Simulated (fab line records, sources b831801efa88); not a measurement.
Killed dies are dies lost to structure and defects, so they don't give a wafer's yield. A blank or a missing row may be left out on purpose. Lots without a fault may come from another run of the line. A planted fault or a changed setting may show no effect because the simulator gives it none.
fab line records | flow sky130
record lots=7 wafers=19 last_day=49
route steps=708 shown NWELL@82 PWDE@84 VT_ADJUST_HVTP@85 VT_ADJUST_LVTN@97 PAD_OPEN@708
lots that met no fault: from a run of the same line without faults
start_h: hours from the record's first day to the start of the lot's first wafer shown | wait_h: hours since the lot's step before | " the same as in the row above | L1.1+2: a row that stands for several wafers | - no value, or no start given | * or withheld: withheld | < > ~ a bound
route shown NAME@n: a module of which the file shows steps, and the number in the route of the first | usual: mean/standard deviation of fault-free wafers | same: alike in all rows | chamber/n: place in a boat | sites: the reading at each site | _std_site: their standard deviation | _edge_site: outer sites' mean less inner sites' | radius_mm: how far each site lies from the wafer's centre | mask NAME#n: copy n | behind: the tool/chamber that last shaped the wafer | hold: why the lot was held/for how many hours/how that ended | device: the transistor (n, p or np) that didn't switch | end of line: the same wafers' tests at the end of the route | a step without rows: its recipe alone | killed: dies lost to structure and defects at the first sort, not the wafer's yield | map: a wafer's dies, x killed, . not, _ none there
set.NAME: the setting as run; set.NAME@STEP: as run at that earlier step | model.NAME: the simulator's own value behind a step, which no gauge read
lots at some steps of the route; a table a step, a row a wafer
services: from which hour (start_h, from the record's first day; less than 0 if before it) a tool's chamber was out of use, for how many hours, and why
## steps
# step SKY_NWELL_RS_MEAS_29
# recipe thk_meas_gauge=four-point-probe
# usual NWELL_RS=624.6/2
# columns lot.wafer tool chamber start_h wait_h NWELL_RS[ohm/sq]
L296.4 film_metro-02 - 111.39 0.1 624.3
L296.5 " - " " 622.6
L296.6 " - " " 623.6
L298.1 film_metro-02 - 130.02 0.1 623.9
L298.4 " - " " 623.1
L298.6 " - " " 620.2
L299.4 film_metro-04 - 136.94 0.1 626.3
L299.6 " - " " 624.6
L300.1 film_metro-04 - 141.47 0.1 624.3
L300.6 " - " " 623.7
L308.1 film_metro-03 - 187.96 0.1 627.1
L308.2 " - " " 626.1
L308.5 " - " " 627.6
L310.1 film_metro-03 - 203.27 0.1 625.1
L310.4 " - " " 624.4
L310.5 " - " " 624.0
L311.2 film_metro-04 - 208.38 0.1 626.2
L311.3 " - " " 627.9
L311.5 " - " " 627.2
# step SKY_NWELL_RS_MEAS_31
# recipe thk_meas_gauge=four-point-probe
# usual PWDE_RS=5277/17
# columns lot.wafer tool chamber start_h wait_h PWDE_RS[ohm/sq]
L296.4 film_metro-02 - 111.63 0.1 5245
L296.5 " - " " 5255
L296.6 " - " " 5252
L298.1 film_metro-02 - 130.26 0.1 5247
L298.4 " - " " 5273
L298.6 " - " " 5246
L299.4 film_metro-04 - 137.18 0.1 5267
L299.6 " - " " 5265
L300.1 film_metro-04 - 141.71 0.1 5294
L300.6 " - " " 5288
L308.1 film_metro-03 - 188.20 0.1 5289
L308.2 " - " " 5269
L308.5 " - " " 5271
L310.1 film_metro-03 - 203.51 0.1 5293
L310.4 " - " " 5298
L310.5 " - " " 5287
L311.2 film_metro-04 - 208.62 0.1 5275
L311.3 " - " " 5258
L311.5 " - " " 5256
# step SKY_VT_ADJUST_HVTP_DEHYDRATE_00
# recipe temp_c=200 time_s=60
# step SKY_VT_ADJUST_HVTP_HMDS_01
# recipe prime_time_s=60 prime_temp_c=120
# step SKY_VT_ADJUST_HVTP_COAT_02
# recipe resist=NOVOLAK spin_rpm=3000 resist_thk_nm=1140
# step SKY_VT_ADJUST_HVTP_SOFTBAKE_03
# recipe temp_c=90 time_s=60 resist=NOVOLAK
# step SKY_VT_ADJUST_HVTP_EXPOSE_04
# recipe mask_id=HVTPM na=0.6 source_shape=conventional sigma_outer=0.6 polarization=unpolarized target_cd_nm=380 dose_mj=140
# step SKY_VT_ADJUST_HVTP_PEB_05
# recipe temp_c=withheld time_s=* resist=NOVOLAK
# step SKY_VT_ADJUST_HVTP_DEVELOP_06
# recipe resist=NOVOLAK developer=TMAH develop_time_s=60 dev_temp_c=23
# step SKY_VT_ADJUST_HVTP_CD_MEAS_07
# recipe target_cd_nm=380
# usual cd_nm=379.7/2.4
# columns lot.wafer tool chamber start_h wait_h cd_nm
L296.4 cd_sem-01 - 130.61 0.1 384.1
L296.5 " - " " 383.8
L296.6 " - " " 382.7
L298.1 cd_sem-01 - 148.41 0.1 376.2
L298.4 " - " " 379.0
L298.6 " - " " 377.9
L299.4 cd_sem-01 - 156.49 0.1 383.4
L299.6 " - " " 382.3
L300.1 cd_sem-02 - 160.51 0.1 379.8
L300.6 " - " " 380.2
L308.1 cd_sem-01 - 208.81 0.1 379.0
L308.2 " - " " 381.6
L308.5 " - " " 380.9
L310.1 cd_sem-01 - 225.66 0.1 378.2
L310.4 " - " " 379.3
L310.5 " - " " 377.8
L311.2 cd_sem-02 - 230.60 0.1 378.0
L311.3 " - " " 379.4
L311.5 " - " " 373.9
# step SKY_VT_ADJUST_HVTP_OVL_MEAS_08
# usual VT_ADJUST_HVTP_OVL=-1.1/1.3
# columns lot.wafer tool chamber start_h wait_h VT_ADJUST_HVTP_OVL[nm]
L296.4 overlay-01 - 130.69 0.1 -0.5
L296.5 " - " " 0.6
L296.6 " - " " 1.5
L298.1 overlay-01 - 148.53 0.1 -3.1
L298.4 " - " " -1.7
L298.6 " - " " -2.0
L299.4 overlay-01 - 156.56 0.1 -3.4
L299.6 " - " " -0.4
L300.1 overlay-02 - 160.63 0.1 -0.5
L300.6 " - " " 1.1
L308.1 overlay-01 - 208.93 0.1 -0.9
L308.2 " - " " -2.6
L308.5 " - " " -2.5
L310.1 overlay-01 - 225.78 0.1 -2.8
L310.4 " - " " -1.3
L310.5 " - " " -2.1
L311.2 overlay-01 - 230.70 0.1 -2.1
L311.3 " - " " -0.4
L311.5 " - " " -0.5
# step SKY_VT_ADJUST_HVTP_IMPLANT_09
# recipe species=As energy_kev=150 dose_cm2=4.3e+12 tilt_deg=withheld
# usual beam_on_s=9.99/0.2 faraday_current_uA=24.3/0.48
# columns lot.wafer tool chamber start_h wait_h beam_on_s faraday_current_uA
L296.4 implanter-01 0 130.78 0.1 10.12 24.0
L296.5 " 0 " " 9.89 24.6
L296.6 " 0 " " 9.74 24.7
L298.1 implanter-01 0 148.57 0.0 10.96 22.2
L298.4 " 0 " " 10.01 24.3
L298.6 " 0 " " 11.28 21.4
L299.4 implanter-01 0 156.66 0.1 9.88 24.5
L299.6 " 0 " " 10.83 22.4
L300.1 implanter-01 0 160.67 0.0 10.97 22.2
L300.6 " 0 " " 11.44 21.3
L308.1 implanter-02 0 208.97 0.0 9.94 24.4
L308.2 " 0 " " 9.91 24.5
L308.5 " 0 " " 10.02 24.2
L310.1 implanter-04 0 225.82 0.0 10.10 23.9
L310.4 " 0 " " 9.61 25.2
L310.5 " 0 " " 9.90 24.6
L311.2 implanter-04 0 230.76 0.0 10.03 24.2
L311.3 " 0 " " 9.97 24.3
L311.5 " 0 " " 9.82 24.8
# step SKY_VT_ADJUST_HVTP_STRIP_10
# recipe chemistry=O2/N2 power_w=1400 pressure_mtorr=1500 platen_temp_c=withheld o2_flow_sccm=3000 n2_flow_sccm=300 overash_fraction=0.5
# usual drypump_motor_current_A=5.7/0.58 oes_product_au=0.716/0.0041 strip_time_to_endpoint_s=14.17/0.034
# same overash_fraction=0.5
# columns lot.wafer tool chamber start_h wait_h drypump_motor_current_A oes_product_au rf_hours_counter_h strip_time_to_endpoint_s
L296.4 plasma_asher-02 1 130.89 0.1 5.8 0.721 - 14.16
L296.5 " 1 " " 5.8 0.717 - 14.16
L296.6 " 0 " " 6.0 0.711 - 14.19
L298.1 plasma_asher-04 1 148.72 0.1 6.2 0.713 3 14.20
L298.4 " 0 " " 4.9 0.726 - 14.15
L298.6 " 0 " " 4.9 0.717 - 14.17
L299.4 plasma_asher-04 1 156.77 0.1 6.1 0.718 - 14.15
L299.6 " 0 " " 4.9 0.717 - 14.16
L300.1 plasma_asher-01 0 160.82 0.1 5.2 0.719 35 14.09
L300.6 " 0 " " 5.1 0.724 - 14.07
L308.1 plasma_asher-01 1 209.12 0.1 6.3 0.715 39 14.17
L308.2 " 0 " " 5.1 0.712 39 14.16
L308.5 " 1 " " 6.3 0.717 - 14.21
L310.1 plasma_asher-04 0 225.97 0.1 4.9 0.713 11 14.12
L310.4 " 0 " " 4.9 0.720 - 14.13
L310.5 " 1 " " 6.2 0.719 - 14.14
L311.2 plasma_asher-04 0 230.88 0.1 4.8 0.719 11 14.18
L311.3 " 0 " " 4.9 0.719 - 14.15
L311.5 " 0 " " 4.8 0.716 - 14.17
# step SKY_VT_ADJUST_HVTP_TW_MEAS_11
# usual VT_ADJUST_HVTP_TW=1355/9.3
# columns lot.wafer tool chamber start_h wait_h VT_ADJUST_HVTP_TW
L296.4 film_metro-01 - 130.98 0.1 1349
L296.5 " - " " 1344
L296.6 " - " " 1339
L298.1 film_metro-01 - 148.82 0.1 1392
L298.4 " - " " 1348
L298.6 " - " " 1397
L299.4 film_metro-02 - 156.86 0.1 1358
L299.6 " - " " 1401
L300.1 film_metro-03 - 160.92 0.1 1401
L300.6 " - " " 1401
L308.1 film_metro-02 - 209.22 0.1 1369
L308.2 " - " " 1382
L308.5 " - " " 1372
L310.1 film_metro-01 - 226.07 0.1 1343
L310.4 " - " " 1355
L310.5 " - " " 1342
L311.2 film_metro-02 - 230.99 0.1 1366
L311.3 " - " " 1360
L311.5 " - " " 1364
# step SKY_VT_ADJUST_LVTN_DEHYDRATE_00
# recipe temp_c=200 time_s=60
# step SKY_PAD_OPEN_PROBE_99
# usual killed_at_M0_to_M3=44/7.5 killed_at_M4_up=2.9/1.8 killed_at_contacts=24/5.1 killed_at_front_end=16/4.7 killed_at_other=0.3/0.46 killed_dies=87/9.9 killed_open=47/8 killed_short=39/6.3
# same gross_dies=492 killed_at_back_side=0
# columns lot.wafer tool chamber start_h wait_h killed_at_M0_to_M3 killed_at_M4_up killed_at_contacts killed_at_front_end killed_at_other killed_dies killed_open killed_short model.etest.tip_p.rs_ohm_sq model.etest.pfet_01v8.r_on_ohm_um model.etest.pfet_01v8.drive_ua_um model.etest.pfet_01v8_mvt.drive_ua_um model.etest.pfet_01v8_hvt.drive_ua_um model.etest.pfet_01v8_mvt.off_log10_a_um model.etest.pfet_01v8.off_log10_a_um model.etest.pfet_01v8_mvt.vt_sat_v
L296.4 prober-01 - 1085.65 0.2 49 2 30 20 0 101 49 52 6836 2810 198.2 155.8 147.7 -10.57 -9.385 -0.5534
L296.5 prober-01 - 1085.70 0.2 41 5 29 16 0 91 49 42 6763 2821 200.1 156.8 149.8 -10.32 -9.247 -0.5481
L296.6 prober-01 - 1085.75 0.2 45 1 25 16 1 88 47 41 6806 2810 200.5 157.2 150.9 -10.3 -8.938 -0.5481
L298.1 prober-01 - 1103.70 0.1 51 2 28 22 0 103 57 46 7179 3156 170.3 134.9 127.7 -12.12 -11.41 -0.6663
L298.4 prober-01 - 1103.85 0.2 53 1 28 16 0 98 55 43 6894 2958 190.7 149.8 139.8 -10.89 -10.01 -0.5808
L298.6 prober-01 - 1103.95 0.2 41 0 29 14 1 85 46 38 7156 3032 178.7 141.2 135.6 -11.79 -11.1 -0.6638
L299.4 prober-02 - 1122.65 0.2 58 5 13 17 0 93 48 45 6915 2969 185.9 147.7 139.3 -11.01 -10.16 -0.5893
L299.6 prober-02 - 1122.75 0.2 39 3 22 11 1 76 32 43 7146 3136 172.8 134.1 129.2 -12.06 -11.3 -0.6697
L308.1 prober-01 - 1156.00 0.1 36 5 31 16 0 88 42 46 6858 2893 194.7 151.8 145.4 -10.61 -9.519 -0.5656
L308.2 prober-01 - 1156.05 0.1 41 4 22 24 0 91 42 48 6888 2920 189 149.3 141.4 -10.8 -9.789 -0.5672
L308.5 prober-01 - 1156.20 0.2 32 4 24 16 0 76 40 35 6837 2925 191.6 150.6 141.6 -10.77 -9.68 -0.5589
L310.1 prober-01 - 1167.20 0.1 40 3 25 21 0 89 40 48 6864 2907 194 151.1 143.9 -11.21 -9.968 -0.6045
L310.4 prober-01 - 1167.35 0.2 33 5 25 16 1 80 41 39 6917 2887 192.3 148.9 145 -11.16 -10.06 -0.6057
L310.5 prober-01 - 1167.40 0.2 48 2 20 19 0 89 49 39 6879 2823 199.8 152.8 150.1 -10.91 -9.554 -0.5917
L311.2 prober-02 - 1173.93 0.1 58 2 29 17 0 106 60 46 6919 3028 182.1 146 135.8 -11.43 -10.65 -0.6206
L311.3 prober-02 - 1173.98 0.2 41 2 28 14 1 86 37 48 6936 3044 181.1 144.1 134.3 -11.33 -10.51 -0.6209
L311.5 prober-02 - 1174.08 0.2 49 5 30 9 0 93 50 42 6996 3039 179 142.7 134.1 -11.53 -10.67 -0.6259
# killed by level:class
L296.4 VIA1:geometric_particle:open=13 CONTACT:geometric_particle:open=10 METAL2:geometric_particle:short=8 LI_CONTACT:geometric_particle:open=7 CONTACT:geometric_particle:short=7 VIA2:geometric_particle:open=7 POLY_GATE:geometric_particle:short=5 FIELD_ISO:geometric_particle:short=5
L296.5 VIA1:geometric_particle:open=11 CONTACT:geometric_particle:open=9 CONTACT:geometric_particle:short=8 LI_CONTACT:geometric_particle:open=6 VIA2:geometric_particle:open=5 FIELD_ISO:geometric_particle:open=4 FIELD_ISO:geometric_particle:short=4 METAL4:geometric_particle:short=4
L296.6 LI_CONTACT:geometric_particle:open=10 CONTACT:geometric_particle:open=10 METAL1:geometric_particle:short=7 METAL3:geometric_particle:short=7 FIELD_ISO:geometric_particle:short=6 VIA1:geometric_particle:open=6 VIA2:geometric_particle:open=6 VIA3:geometric_particle:open=6
L298.1 VIA1:geometric_particle:open=14 CONTACT:geometric_particle:open=8 POLY_GATE:geometric_particle:short=7 VIA2:geometric_particle:open=7 POLY_GATE:geometric_particle:open=6 VIA3:geometric_particle:open=6 FIELD_ISO:geometric_particle:open=5 LI_CONTACT:geometric_particle:open=5
L298.4 VIA1:geometric_particle:open=18 CONTACT:geometric_particle:open=9 VIA3:geometric_particle:open=7 LI_CONTACT:geometric_particle:short=6 METAL2:geometric_particle:short=5 LI_CONTACT:geometric_particle:open=5 CONTACT:geometric_particle:short=5 METAL1:geometric_particle:short=4
L298.6 CONTACT:geometric_particle:open=9 METAL2:geometric_particle:short=9 VIA1:geometric_particle:open=9 LI_CONTACT:geometric_particle:open=8 VIA2:geometric_particle:open=5 VIA1:geometric_particle:short=5 LOCAL_INTERCONNECT:geometric_particle:short=4 METAL1:geometric_particle:short=4
L299.4 VIA1:geometric_particle:open=15 METAL3:geometric_particle:short=8 VIA3:geometric_particle:open=7 VIA1:geometric_particle:short=7 METAL1:geometric_particle:short=6 VIA2:geometric_particle:open=6 POLY_GATE:geometric_particle:open=5 METAL4:geometric_particle:short=5
L299.6 VIA1:geometric_particle:open=9 CONTACT:geometric_particle:open=8 LOCAL_INTERCONNECT:geometric_particle:short=6 VIA1:geometric_particle:short=6 METAL3:geometric_particle:short=5 METAL2:geometric_particle:short=5 VIA3:geometric_particle:open=5 CONTACT:geometric_particle:short=5
L308.1 CONTACT:geometric_particle:open=10 LI_CONTACT:geometric_particle:open=8 CONTACT:geometric_particle:short=8 METAL2:geometric_particle:short=7 VIA1:geometric_particle:short=6 VIA1:geometric_particle:open=6 FIELD_ISO:geometric_particle:open=5 POLY_GATE:geometric_particle:short=5
L308.2 CONTACT:geometric_particle:open=11 FIELD_ISO:geometric_particle:short=10 METAL2:geometric_particle:short=9 VIA1:geometric_particle:open=8 LI_CONTACT:geometric_particle:open=6 METAL1:geometric_particle:short=5 POLY_GATE:geometric_particle:short=4 METAL4:geometric_particle:short=4
L308.5 CONTACT:geometric_particle:open=10 LI_CONTACT:geometric_particle:open=7 VIA2:geometric_particle:open=6 FIELD_ISO:geometric_particle:open=5 CONTACT:geometric_particle:short=4 METAL2:geometric_particle:short=4 VIA3:geometric_particle:open=4 METAL1:geometric_particle:short=4
L310.1 VIA1:geometric_particle:open=10 CONTACT:geometric_particle:open=8 POLY_GATE:geometric_particle:short=7 CONTACT:geometric_particle:short=7 FIELD_ISO:geometric_particle:short=5 VIA2:geometric_particle:open=5 VIA1:geometric_particle:short=5 FIELD_ISO:geometric_particle:open=4
L310.4 CONTACT:geometric_particle:open=9 VIA1:geometric_particle:open=8 FIELD_ISO:geometric_particle:open=7 LI_CONTACT:geometric_particle:open=5 CONTACT:geometric_particle:short=5 VIA3:geometric_particle:open=5 METAL4:geometric_particle:short=5 FIELD_ISO:geometric_particle:short=4
L310.5 VIA1:geometric_particle:open=11 VIA2:geometric_particle:open=9 LI_CONTACT:geometric_particle:open=6 CONTACT:geometric_particle:open=6 METAL3:geometric_particle:short=6 POLY_GATE:geometric_particle:open=5 CONTACT:geometric_particle:short=5 METAL2:geometric_particle:short=4
L311.2 VIA2:geometric_particle:open=14 LI_CONTACT:geometric_particle:open=10 METAL1:geometric_particle:short=8 VIA1:geometric_particle:open=7 CONTACT:geometric_particle:open=7 VIA3:geometric_particle:open=7 METAL2:geometric_particle:short=6 LOCAL_INTERCONNECT:geometric_particle:short=5
L311.3 VIA3:geometric_particle:open=9 VIA1:geometric_particle:open=8 CONTACT:geometric_particle:short=7 METAL1:geometric_particle:short=6 METAL2:geometric_particle:short=6 CONTACT:geometric_particle:open=6 FIELD_ISO:geometric_particle:short=5 LOCAL_INTERCONNECT:geometric_particle:short=5
L311.5 CONTACT:geometric_particle:open=12 VIA1:geometric_particle:open=11 LI_CONTACT:geometric_particle:open=9 METAL1:geometric_particle:short=8 METAL2:geometric_particle:short=5 VIA3:geometric_particle:short=5 CONTACT:geometric_particle:short=4 VIA2:geometric_particle:short=4
## services
# columns tool chamber start_h hours kind
plasma_asher-04 - 108.75 9.0 pm
plasma_asher-04 0 108.75 9.0 vent_cycle
plasma_asher-04 1 108.75 9.0 vent_cycle
plasma_asher-04 0 117.75 - clean
plasma_asher-04 1 117.75 - clean
implanter-04 - 128.21 5.1 pm
implanter-02 - 129.83 1.8 pm
plasma_asher-02 - 142.00 11.0 repair
plasma_asher-04 - 147.76 0.4 repair
plasma_asher-01 - 178.91 0.8 repair
plasma_asher-01 - 191.17 1.7 repair
implanter-02 - 199.77 0.8 repair
plasma_asher-02 - 207.31 0.4 repair
plasma_asher-01 - 210.35 4.4 repair
implanter-02 - 212.47 16.4 pm
implanter-01 - 220.34 1.6 repair
## key
first_sign step=SKY_VT_ADJUST_HVTP_IMPLANT_09 reading=beam_on_s direction=up sigmas=5.5 usual=9.99 struck=11.10
effect step=SKY_VT_ADJUST_HVTP_IMPLANT_09 reading=faraday_current_uA direction=down sigmas=4.9 usual=24.3 struck=21.9
effect step=SKY_VT_ADJUST_HVTP_TW_MEAS_11 reading=VT_ADJUST_HVTP_TW direction=up sigmas=4.7 usual=1355 struck=1399
model_effect step=SKY_PAD_OPEN_PROBE_99 value=etest.tip_p.rs_ohm_sq without=6888 struck=7160
met_at SKY_VT_ADJUST_HVTP_IMPLANT_09
struck_wafers L298.1,L298.6,L299.6,L300.1,L300.6
sort_left_out L300.1,L300.6
tester_left_out L298,L299,L300
onset_between 130.78 148.57
fault kind=process_parameter_drift tool=implanter-01 chamber=- onset_h=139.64 steps=SKY_VT_ADJUST_HVTP_IMPLANT_09 channel=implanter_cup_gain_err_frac offset=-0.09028 shape=step end_h=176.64 scope=struck_wafers_only
# tester_left_out: of these lots the tester's yield and bins aren't shown, on N5 and GAA mostly nor the transistor test; their killed dies are dies lost to structure and defects alone, not to doping, threshold or leakage, so they don't give the yield
# sort_left_out: the simulated sort isn't trusted on such a fault, so these wafers' sort isn't shown, and their yield isn't known
